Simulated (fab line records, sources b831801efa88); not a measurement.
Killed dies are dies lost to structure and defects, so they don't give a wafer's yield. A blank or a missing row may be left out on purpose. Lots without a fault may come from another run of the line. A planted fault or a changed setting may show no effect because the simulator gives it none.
fab line records | flow sky130
record lots=7 wafers=21 last_day=50
route steps=708 shown FIELD_ISO@10 PAD_OPEN@708
lots that met no fault: from a run of the same line without faults
start_h: hours from the record's first day to the start of the lot's first wafer shown | wait_h: hours since the lot's step before | " the same as in the row above | L1.1+2: a row that stands for several wafers | - no value, or no start given | * or withheld: withheld | < > ~ a bound
route shown NAME@n: a module of which the file shows steps, and the number in the route of the first | usual: mean/standard deviation of fault-free wafers | same: alike in all rows | chamber/n: place in a boat | sites: the reading at each site | _std_site: their standard deviation | _edge_site: outer sites' mean less inner sites' | radius_mm: how far each site lies from the wafer's centre | mask NAME#n: copy n | behind: the tool/chamber that last shaped the wafer | hold: why the lot was held/for how many hours/how that ended | device: the transistor (n, p or np) that didn't switch | end of line: the same wafers' tests at the end of the route | a step without rows: its recipe alone | killed: dies lost to structure and defects at the first sort, not the wafer's yield | map: a wafer's dies, x killed, . not, _ none there
set.NAME: the setting as run; set.NAME@STEP: as run at that earlier step | model.NAME: the simulator's own value behind a step, which no gauge read
lots at some steps of the route; a table a step, a row a wafer
services: from which hour (start_h, from the record's first day; less than 0 if before it) a tool's chamber was out of use, for how many hours, and why
## steps
# step SKY_FIELD_ISO_SOFTBAKE_09
# recipe temp_c=100 time_s=90 resist=KrF-thick
# step SKY_FIELD_ISO_EXPOSE_10
# recipe mask_id=FOM na=0.68 source_shape=annular sigma_inner=0.4 sigma_outer=0.8 target_cd_nm=150 dose_mj=28
# step SKY_FIELD_ISO_PEB_11
# recipe peb_temp_c=withheld peb_time_s=withheld resist=KrF-thick
# step SKY_FIELD_ISO_DEVELOP_12
# recipe develop_time_s=60 resist=KrF-thick dev_temp_c=21
# step SKY_FIELD_ISO_CD_MEAS_13
# recipe target_cd_nm=150
# usual cd_nm=149.7/1.6
# columns lot.wafer tool chamber start_h wait_h cd_nm
L426.4 cd_sem-01 - 38.45 - 149.9
L426.5 " - " " 150.1
L426.6 " - " " 152.2
L427.3 cd_sem-02 - 44.84 - 149.3
L427.5 " - " " 148.6
L427.6 " - " " 149.0
L430.2 cd_sem-02 - 59.16 - 146.4
L430.4 " - " " 147.5
L430.6 " - " " 147.6
L431.1 cd_sem-01 - 64.72 - 149.5
L431.3 " - " " 149.6
L431.4 " - " " 150.5
L432.3 cd_sem-02 - 69.16 - 146.8
L432.4 " - " " 146.5
L432.6 " - " " 145.8
L443.2 cd_sem-02 - 129.27 - 148.0
L443.3 " - " " 149.5
L443.6 " - " " 148.9
L446.1 cd_sem-01 - 144.87 - 146.7
L446.3 " - " " 148.2
L446.4 " - " " 147.4
# step SKY_FIELD_ISO_ETCH_14
# recipe chemistry=N2/H2 target=BARC ion_energy_ev=200 source_w=500 bias_w=100 pressure_mtorr=30 n2_flow_sccm=100 h2_flow_sccm=200 stop_on=SiO2 time_s=45.9 target_depth_a=600
# usual chamber_pressure_mTorr=30.001/0.026 drypump_motor_current_A=5.7/0.49 oes_product_au=0.856/0.0046 run_length_s=74.2/0.34 throttle_valve_pct=13.225/0.0092
# columns lot.wafer tool chamber start_h wait_h chamber_pressure_mTorr drypump_motor_current_A oes_product_au rf_hours_counter_h run_length_s throttle_valve_pct
L426.4 rie_diel-04 2 38.53 0.1 30.018 6.2 0.862 - 74.4 13.230
L426.5 " 3 " " 29.970 5.8 0.859 - 74.1 13.220
L426.6 " 1 " " 30.016 4.7 0.859 - 74.6 13.229
L427.3 rie_diel-02 2 44.92 0.1 30.050 6.5 0.854 148 74.2 13.221
L427.5 " 2 " " 29.935 6.6 0.856 - 74.0 13.234
L427.6 " 3 " " 29.981 5.6 0.850 - 73.5 13.218
L430.2 rie_diel-04 3 59.26 0.1 30.009 5.8 0.865 120 74.1 13.215
L430.4 " 1 " " 29.999 4.8 0.845 - 73.8 13.208
L430.6 " 3 " " 29.986 5.8 0.852 - 74.0 13.239
L431.1 rie_diel-02 2 64.84 0.1 29.950 6.6 0.861 149 74.2 13.215
L431.3 " 3 " " 29.986 5.5 0.857 4 73.4 13.221
L431.4 " 1 " " 30.037 5.6 0.856 170 73.9 13.224
L432.3 rie_diel-04 3 69.24 0.1 30.030 5.8 0.855 120 74.4 13.219
L432.4 " 3 " " 29.976 5.8 0.851 - 74.3 13.219
L432.6 " 2 " " 30.041 6.2 0.859 - 74.5 13.216
L443.2 rie_diel-03 1 129.37 0.1 30.017 5.5 0.852 102 74.7 13.222
L443.3 " 0 " " 29.990 6.0 0.859 48 74.1 13.222
L443.6 " 1 " " 29.959 5.5 0.852 - 74.6 13.208
L446.1 rie_diel-04 0 144.99 0.1 30.012 6.3 0.853 8 73.9 13.232
L446.3 " 1 " " 30.011 4.7 0.860 0 73.9 13.235
L446.4 " 3 " " 30.049 5.8 0.854 122 74.4 13.224
# step SKY_FIELD_ISO_ETCH_15
# recipe chemistry=CHF3/O2 target_depth_nm=180 stop_on=Si source_w=600 bias_w=200 pressure_mtorr=40 chf3_flow_sccm=50 O2_flow_sccm=5 time_s=72
# usual chamber_pressure_mTorr=39.99/0.036 chf3_flow_sccm=50.02/0.15 drypump_motor_current_A=5.7/0.48 oes_product_au=0.945/0.0066 run_length_s=100.3/0.33 throttle_valve_pct=8.844/0.0094
# columns lot.wafer tool chamber start_h wait_h chamber_pressure_mTorr chf3_flow_sccm drypump_motor_current_A oes_product_au rf_hours_counter_h run_length_s throttle_valve_pct
L426.4 rie_diel-04 2 38.58 0.0 39.97 50.22 6.2 0.942 - 100.6 8.849
L426.5 " 3 " " 40.02 49.81 5.8 0.940 - 100.5 8.842
L426.6 " 1 " " 39.98 49.76 4.7 0.936 - 100.2 8.850
L427.3 rie_diel-02 2 44.96 0.0 40.04 50.07 6.5 0.947 148 100.5 8.822
L427.5 " 2 " " 39.96 50.15 6.5 0.952 - 100.3 8.845
L427.6 " 3 " " 39.98 50.07 5.6 0.951 - 99.9 8.839
L430.2 rie_diel-04 3 59.30 0.0 39.99 49.95 5.8 0.949 120 100.1 8.848
L430.4 " 1 " " 40.01 50.18 4.7 0.947 - 100.5 8.840
L430.6 " 3 " " 39.97 49.90 5.8 0.950 - 100.2 8.833
L431.1 rie_diel-02 2 64.88 0.0 40.01 49.83 6.5 0.957 149 100.4 8.843
L431.3 " 3 " " 40.02 49.95 5.6 0.948 4 99.8 8.851
L431.4 " 1 " " 39.98 50.17 5.6 0.945 170 99.9 8.858
L432.3 rie_diel-04 3 69.28 0.0 40.00 50.14 5.8 0.953 120 100.3 8.845
L432.4 " 3 " " 40.00 50.05 5.8 0.939 - 100.2 8.840
L432.6 " 2 " " 39.99 49.98 6.2 0.951 - 100.5 8.841
L443.2 rie_diel-03 1 129.41 0.0 40.00 50.11 5.5 0.943 102 100.8 8.835
L443.3 " 0 " " 40.05 49.92 6.0 0.954 48 100.3 8.834
L443.6 " 1 " " 40.04 50.29 5.5 0.944 - 100.5 8.842
L446.1 rie_diel-04 0 145.03 0.0 40.06 50.19 6.4 0.943 8 100.5 8.845
L446.3 " 1 " " 40.02 50.14 4.7 0.944 0 100.0 8.843
L446.4 " 3 " " 39.93 50.03 5.8 0.951 122 100.8 8.851
# step SKY_FIELD_ISO_STRIP_16
# recipe chemistry=O2/N2 power_w=1400 pressure_mtorr=1500 platen_temp_c=withheld o2_flow_sccm=3000 n2_flow_sccm=300 overash_fraction=0.5
# usual chamber_pressure_mTorr=1500.0/1.4 drypump_motor_current_A=5.7/0.49 oes_product_au=0.379/0.0045 strip_time_to_endpoint_s=3.56/0.033
# same overash_fraction=0.5
# columns lot.wafer tool chamber start_h wait_h chamber_pressure_mTorr drypump_motor_current_A oes_product_au rf_hours_counter_h strip_time_to_endpoint_s
L426.4 plasma_asher-02 1 38.64 0.0 1501.0 6.0 0.372 - 3.55
L426.5 " 1 " " 1499.2 5.9 0.374 - 3.51
L426.6 " 0 " " 1501.7 6.4 0.375 - 3.60
L427.3 plasma_asher-01 0 45.05 0.1 1500.6 5.7 0.379 - 3.55
L427.5 " 0 " " 1503.2 5.7 0.376 - 3.58
L427.6 " 1 " " 1499.8 5.0 0.381 - 3.60
L430.2 plasma_asher-03 0 59.36 0.0 1500.4 5.4 0.378 38 3.52
L430.4 " 1 " " 1500.5 5.3 0.381 - 3.59
L430.6 " 1 " " 1500.9 5.4 0.376 - 3.55
L431.1 plasma_asher-02 0 64.94 0.0 1501.8 6.4 0.377 39 3.57
L431.3 " 1 " " 1502.4 6.0 0.375 - 3.61
L431.4 " 0 " " 1499.2 6.3 0.384 - 3.53
L432.3 plasma_asher-02 1 69.37 0.1 1500.3 6.0 0.376 - 3.50
L432.4 " 0 " " 1502.2 6.4 0.376 - 3.49
L432.6 " 0 " " 1499.8 6.4 0.383 - 3.57
L443.2 plasma_asher-02 0 129.47 0.0 1500.1 6.4 0.376 1 3.55
L443.3 " 1 " " 1503.0 6.0 0.375 - 3.54
L443.6 " 0 " " 1498.6 6.4 0.377 - 3.56
L446.1 plasma_asher-01 0 145.09 0.0 1498.8 5.6 0.379 34 3.60
L446.3 " 1 " " 1499.3 5.0 0.379 - 3.57
L446.4 " 0 " " 1499.3 5.6 0.381 - 3.57
# step SKY_FIELD_ISO_ETCH_17
# recipe target_depth_a=3420 mask_material=Si3N4 chemistry=HBr/Cl2/O2 target=Si taper_deg=5 icp_w=600 bias_w=150 pressure_mtorr=15 HBr_flow_sccm=150 Cl2_flow_sccm=40 O2_flow_sccm=6 time_s=97.7
# usual chamber_pressure_mTorr=14.999/0.014 drypump_motor_current_A=5.6/0.54 oes_product_au=1.001/0.0081 run_length_s=126.0/0.44 throttle_valve_pct=25.657/0.011
# columns lot.wafer tool chamber start_h wait_h chamber_pressure_mTorr drypump_motor_current_A oes_product_au rf_hours_counter_h run_length_s throttle_valve_pct
L426.4 rie_si-02 2 38.71 0.0 14.989 4.9 1.006 76 125.6 25.654
L426.5 " 3 " " 14.996 5.7 0.999 - 125.7 25.653
L426.6 " 2 " " 15.008 4.9 1.011 - 125.6 25.666
L427.3 rie_si-01 1 45.12 0.0 14.978 5.4 1.013 2 126.4 25.630
L427.5 " 0 " " 14.995 5.6 1.005 - 126.3 25.659
L427.6 " 1 " " 14.996 5.4 1.016 - 127.0 25.640
L430.2 rie_si-02 0 59.46 0.1 14.996 6.4 1.008 66 125.3 25.668
L430.4 " 2 " " 15.020 4.9 1.008 76 125.6 25.638
L430.6 " 3 " " 15.000 5.7 1.001 - 125.6 25.657
L431.1 rie_si-02 0 65.04 0.1 15.013 6.5 0.991 66 125.2 25.667
L431.3 " 1 " " 14.984 6.3 1.007 111 126.3 25.658
L431.4 " 2 " " 15.013 4.9 1.004 76 125.5 25.663
L432.3 rie_si-01 3 69.44 0.0 15.002 4.9 0.984 32 126.0 25.671
L432.4 " 0 " " 15.003 5.6 1.001 126 126.2 25.654
L432.6 " 2 " " 14.986 6.0 0.993 - 125.8 25.662
L443.2 rie_si-01 0 129.57 0.1 14.978 5.5 1.005 126 125.9 25.646
L443.3 " 2 " " 14.999 5.9 0.996 105 125.8 25.657
L443.6 " 3 " " 14.973 4.9 0.989 - 126.4 25.672
L446.1 rie_si-01 0 145.19 0.1 14.989 5.6 1.010 126 126.0 25.647
L446.3 " 3 " " 14.986 4.9 0.998 33 126.2 25.673
L446.4 " 1 " " 14.995 5.4 1.008 3 126.5 25.639
# step SKY_FIELD_ISO_WET_ETCH_18
# recipe chemistry=H3PO4 target_depth_nm=25 temp_c=160 target=Si3N4 time_s=286
# step SKY_FIELD_ISO_CLEAN_19
# recipe chemistry=SC1/SC2 mix=1:4:20 temp_c=70 time_s=150
# step SKY_FIELD_ISO_CLEAN_20
# recipe chemistry=dHF time_s=20 dilution=100:1
# step SKY_FIELD_ISO_WET_ETCH_21
# recipe chemistry=dHF dilution=100:1 target_depth_nm=20 dry=ipa_marangoni target=SiO2 temp_c=25 time_s=400
# usual bath_heat_duty_pct=6.4/0.79 run_length_s=428/3.4
# columns lot.wafer tool chamber start_h wait_h bath_heat_duty_pct run_length_s
L426.4 wet_bench-01 1 39.02 0.0 6.4 432
L426.5 " 1 " " 6.4 432
L426.6 " 1 " " 5.8 432
L427.3 wet_bench-04 3 45.36 0.0 7.3 424
L427.5 " 3 " " 7.4 424
L427.6 " 3 " " 6.7 424
L430.2 wet_bench-04 0 59.69 0.0 6.1 473
L430.4 " 0 " " 6.4 473
L430.6 " 0 " " 5.8 473
L431.1 wet_bench-04 3 65.26 0.0 6.3 462
L431.3 " 3 " " 8.1 462
L431.4 " 3 " " 7.5 462
L432.3 wet_bench-04 0 69.67 0.0 6.4 465
L432.4 " 0 " " 7.2 465
L432.6 " 0 " " 6.4 465
L443.2 wet_bench-02 0 129.79 0.0 5.5 425
L443.3 " 0 " " 6.5 425
L443.6 " 0 " " 6.7 425
L446.1 wet_bench-02 1 145.42 0.0 5.1 434
L446.3 " 1 " " 5.5 434
L446.4 " 1 " " 6.1 434
# step SKY_FIELD_ISO_OXIDATION_22
# recipe temp_c=950 ambient=O2 stabilise_s=600 purge_s=300 target_thk_a=100 ox_time_s=623
# step SKY_PAD_OPEN_PROBE_99
# usual killed_at_M0_to_M3=44/6.9 killed_at_M4_up=3.0/1.5 killed_at_contacts=24/5.2 killed_at_front_end=15/4.1 killed_at_other=0.4/0.62 killed_dies=87/9.6 killed_open=47/7 killed_short=40/6.2
# same gross_dies=492 killed_at_back_side=0
# columns lot.wafer tool chamber start_h wait_h killed_at_M0_to_M3 killed_at_M4_up killed_at_contacts killed_at_front_end killed_at_other killed_dies killed_open killed_short
L426.4 prober-01 - 1078.18 0.2 39 4 24 18 0 85 44 41
L426.5 prober-01 - 1078.23 0.2 61 5 20 10 0 96 54 42
L426.6 prober-01 - 1078.28 0.2 49 2 26 22 1 100 61 39
L443.2 prober-01 - 1182.50 0.1 35 1 19 15 0 70 37 33
L443.3 prober-01 - 1182.55 0.2 49 2 27 14 0 92 44 48
L443.6 prober-01 - 1182.70 0.2 53 2 26 17 0 98 55 42
L446.1 prober-02 - 1196.99 0.1 46 1 24 15 1 87 51 35
L446.3 prober-02 - 1197.09 0.2 41 2 22 18 0 83 43 40
L446.4 prober-02 - 1197.14 0.2 31 5 18 25 1 80 45 35
# killed by level:class
L426.4 VIA3:geometric_particle:open=9 CONTACT:geometric_particle:open=8 FIELD_ISO:geometric_particle:short=7 FIELD_ISO:geometric_particle:open=7 LI_CONTACT:geometric_particle:open=5 CONTACT:geometric_particle:short=5 VIA1:geometric_particle:open=5 METAL2:geometric_particle:short=5
L426.5 VIA2:geometric_particle:open=12 VIA1:geometric_particle:open=11 METAL2:geometric_particle:short=8 METAL1:geometric_particle:short=8 CONTACT:geometric_particle:open=8 LI_CONTACT:geometric_particle:open=5 VIA3:geometric_particle:open=5 LI_CONTACT:geometric_particle:short=4
L426.6 VIA1:geometric_particle:open=18 VIA3:geometric_particle:open=10 FIELD_ISO:geometric_particle:short=9 CONTACT:geometric_particle:open=9 LI_CONTACT:geometric_particle:short=6 LI_CONTACT:geometric_particle:open=6 VIA2:geometric_particle:open=6 FIELD_ISO:geometric_particle:open=5
L443.2 LI_CONTACT:geometric_particle:open=7 CONTACT:geometric_particle:open=6 VIA1:geometric_particle:open=6 VIA2:geometric_particle:open=6 FIELD_ISO:geometric_particle:short=4 VIA3:geometric_particle:short=3 POLY_GATE:geometric_particle:short=3 SPACER:geometric_particle:open=3
L443.3 LI_CONTACT:geometric_particle:open=9 METAL2:geometric_particle:short=8 METAL1:geometric_particle:short=7 CONTACT:geometric_particle:open=6 VIA1:geometric_particle:open=6 VIA3:geometric_particle:open=6 POLY_GATE:geometric_particle:open=5 VIA2:geometric_particle:short=5
L443.6 VIA1:geometric_particle:open=10 LI_CONTACT:geometric_particle:open=10 VIA2:geometric_particle:open=9 FIELD_ISO:geometric_particle:short=8 CONTACT:geometric_particle:open=6 VIA1:geometric_particle:short=6 VIA3:geometric_particle:open=6 METAL1:geometric_particle:short=5
L446.1 CONTACT:geometric_particle:open=10 VIA1:geometric_particle:open=9 VIA3:geometric_particle:open=9 METAL2:geometric_particle:short=7 CONTACT:geometric_particle:short=6 VIA2:geometric_particle:open=6 FIELD_ISO:geometric_particle:open=5 METAL1:geometric_particle:short=4
L446.3 VIA1:geometric_particle:open=8 LI_CONTACT:geometric_particle:open=7 FIELD_ISO:geometric_particle:short=6 CONTACT:geometric_particle:open=6 VIA2:geometric_particle:open=6 CONTACT:geometric_particle:short=4 VIA3:geometric_particle:open=4 METAL1:geometric_particle:short=4
L446.4 VIA1:geometric_particle:open=10 VIA3:geometric_particle:open=8 POLY_GATE:geometric_particle:open=7 FIELD_ISO:geometric_particle:short=6 POLY_GATE:geometric_particle:short=5 LI_CONTACT:geometric_particle:open=5 CONTACT:geometric_particle:open=5 METAL4:geometric_particle:short=5
## services
# columns tool chamber start_h hours kind
wet_bench-02 - 17.68 2.0 repair
wet_bench-02 - 28.13 9.4 repair
rie_si-02 - 29.33 0.3 repair
rie_si-01 2 29.74 6.8 repair
rie_diel-04 0 35.93 63.6 repair
rie_diel-03 - 36.94 28.1 pm
rie_diel-02 2 70.23 3.3 repair
rie_diel-03 0 75.32 38.4 repair
rie_diel-02 1 81.30 - clean
rie_diel-02 1 81.30 15.7 scheduled_down
rie_diel-02 1 81.30 15.7 vent_cycle
plasma_asher-02 - 83.30 6.0 repair
rie_diel-04 1 99.49 - clean
rie_diel-04 1 99.49 17.7 scheduled_down
rie_diel-04 1 99.49 17.7 vent_cycle
plasma_asher-02 - 108.75 9.0 pm
plasma_asher-02 0 108.75 9.0 vent_cycle
plasma_asher-02 1 108.75 9.0 vent_cycle
plasma_asher-03 - 115.42 15.3 repair
plasma_asher-02 0 117.75 - clean
rie_si-02 - 120.31 14.6 pm
rie_diel-02 0 122.34 4.5 repair
rie_diel-04 1 122.57 16.3 repair
plasma_asher-02 - 128.44 0.4 repair
## key
first_sign step=SKY_FIELD_ISO_WET_ETCH_21 reading=run_length_s direction=up sigmas=12 usual=* struck=*
effect none on later readings
met_at SKY_FIELD_ISO_WET_ETCH_21
struck_wafers L430.2,L430.4,L430.6,L431.1,L431.3,L431.4,L432.3,L432.4,L432.6
tester_left_out L430,L431,L432
onset_between 45.36 59.69
fault kind=process_parameter_drift tool=wet_bench-04 chamber=- onset_h=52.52 steps=SKY_FIELD_ISO_WET_ETCH_21 channel=time_s offset=* shape=step end_h=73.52 acts_in=* stated=*
# tester_left_out: of these lots the tester's yield and bins aren't shown, on N5 and GAA mostly nor the transistor test; their killed dies are dies lost to structure and defects alone, not to doping, threshold or leakage, so they don't give the yield
